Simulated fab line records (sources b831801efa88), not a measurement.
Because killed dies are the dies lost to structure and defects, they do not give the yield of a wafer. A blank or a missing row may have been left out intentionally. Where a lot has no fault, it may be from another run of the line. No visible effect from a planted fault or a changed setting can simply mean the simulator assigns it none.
Which tool is to blame? ; flow sky130 ; 10 lots, 30 wafers sampled, at 3 steps of a route of 708

WHAT THE GAUGES READ, wafer by wafer
SKY_VIA3_RS_MEAS_22: the measuring method here is four-point-probe.
lot;measured;on;VIA3_W_RS (ohm/sq)
L132;day 40 15:02;film metro-03;0.2960 0.2937 0.2934
L136;day 41 11:11;film metro-03;0.2940 0.2974 0.2939
L139;day 42 08:05;film metro-03;0.2923 0.2898 0.2870
L143;day 43 14:26;film metro-04;0.2929 0.2311 0.2333
L144;day 43 19:58;film metro-04;0.2984 0.2378 0.2962
L145;day 44 07:19;film metro-04;0.2373 0.2978 0.2390
L147;day 44 19:53;film metro-04;0.2920 0.2960 0.2962
L151;day 45 14:55;film metro-04;0.2915 0.2932 0.2950
L152;day 45 18:31;film metro-01;0.2915 0.2929 0.2947
L153;day 46 13:56;film metro-03;0.2960 0.2981 0.2963

WHICH TOOL RAN EACH LOT (tool, then ch and the chambers of the sampled wafers, then the start)
lot;SKY_METAL3_DESCUM_15;SKY_VIA3_CVD_21
L132;rie metal-03 ch 0,1, day 39 11:38;cvd w-02 ch 0,1, day 40 14:55
L136;rie metal-01 ch 0,1, day 40 07:38;cvd w-02 ch 1, day 41 11:02
L139;rie metal-03 ch 0,1, day 41 05:59;cvd w-02 ch 0,1, day 42 07:58
L143;rie metal-01 ch 0, day 42 12:17;cvd w-02 ch 0,1, day 43 14:19
L144;rie metal-03 ch 1, day 42 18:10;cvd w-02 ch 0,1, day 43 19:50
L145;rie metal-01 ch 0,1, day 43 06:35;cvd w-02 ch 0,1, day 44 07:11
L147;rie metal-03 ch 0,1, day 43 18:40;cvd w-01 ch 0, day 44 19:38
L151;rie metal-01 ch 0,1, day 44 15:04;cvd w-01 ch 0,1, day 45 14:47
L152;rie metal-04 ch 0,1, day 44 18:47;cvd w-01 ch 0,1, day 45 18:23
L153;rie metal-01 ch 0,1, day 45 13:58;cvd w-01 ch 0,1, day 46 13:49
- SKY_METAL3_DESCUM_15: chemistry O2, time 8 s.
- SKY_VIA3_CVD_21: deposits W, target thk 390 nm, time 117.31 s.

THE ANSWER, worked out from the rows above alone
Rule: what is usual is taken from the lots themselves. The widest of any qualifying gaps counts: lots, ordered by their means at a reading, are off when they make up no more than a third of the lots, leave a main group of 4 or more, and stand apart from it by 3 or more times the standard deviation of that group's means. The tables above print the reading to a certain number of digits; a main group whose means all agree to those digits is not used. Also off: a lot with no number at a reading for which 4 or more lots have one. Any other lot the step has rows for is counted as sound.
Off: at SKY_VIA3_RS_MEAS_22 (VIA3_W_RS), L143, L144, L145. The main group has a mean of 0.2939 ohm/sq with a standard deviation of 0.0021.
If a tool, at a process step before that reading, ran all the lots that are off and no sound lot after the first of them, it fits. The gauges at SKY_VIA3_RS_MEAS_22 are tried like those tools. One fits: SKY_VIA3_CVD_21 on cvd w-02. Its last sound lot is L139 (day 42 07:58), its first lot that is off L143 (day 43 14:19): a fault that began between those two fits.

WHAT HAD BEEN PUT IN BY THE SIMULATOR
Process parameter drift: cvd w-02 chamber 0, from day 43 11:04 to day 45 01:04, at SKY_VIA3_CVD_21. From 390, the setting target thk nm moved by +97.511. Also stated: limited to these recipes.
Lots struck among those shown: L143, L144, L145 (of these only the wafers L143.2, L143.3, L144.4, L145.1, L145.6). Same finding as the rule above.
